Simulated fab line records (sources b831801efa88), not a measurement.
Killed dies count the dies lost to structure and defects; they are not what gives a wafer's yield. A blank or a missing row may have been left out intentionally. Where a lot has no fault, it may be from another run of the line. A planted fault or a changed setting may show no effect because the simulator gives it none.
Chamber matching    flow sfq-line    pecvd-04 running SFQ_TRILAYER_I1_DEP_PECVD_045: 3 sister chambers
The step deposits SiO2 from SiH4/N2O, time 111.11 s, target thk 500 nm. 6 wafers are shown with their chamber, then 8 later ones without.

EACH WAFER AND ITS CHAMBER
wafer   chamber  throttle-valve-pct (%)  heater-power-w (W)
L733.1  1        25.3                    72
L733.3  2        24.1                    110
L733.4  1        25.1                    73
L736.3  2        23.6                    114
L736.4  0        27.2                    67
L737.2  0        27.4                    68

WAFERS MISSING THEIR CHAMBER
wafer   throttle-valve-pct (%)  heater-power-w (W)
L737.3  25.6                    69
L737.5  27.7                    71
L739.2  25.0                    70
L739.5  27.3                    64
L739.6  23.9                    111
L741.2  25.4                    63
L741.3  27.5                    63
L741.4  25.2                    67

CHAMBER TAKEN BY EACH
wafer   from the rows above  in truth
L737.3  1                    1
L737.5  0                    0
L739.2  1                    1
L739.5  0                    0
L739.6  2                    2
L741.2  1                    1
L741.3  0                    0
L741.4  1                    1
8 of 8 placed correctly. From these rows, 0 cannot be placed. Placed wrongly: 0.
How it was worked out, from the rows above alone: a wafer's distance from a chamber is the root of the sum, over the readings, of the square of ((its reading less the chamber's mean) divided by the reading's scatter). The wafer belongs to the nearest chamber; if the next one is less than 2 further off, it can't be placed. A chamber's mean is the mean of its shown wafers. How the scatter is found: for the shown wafers, subtract from each reading the mean of its chamber, square and add these, divide the total by (wafers less chambers), then take the root.
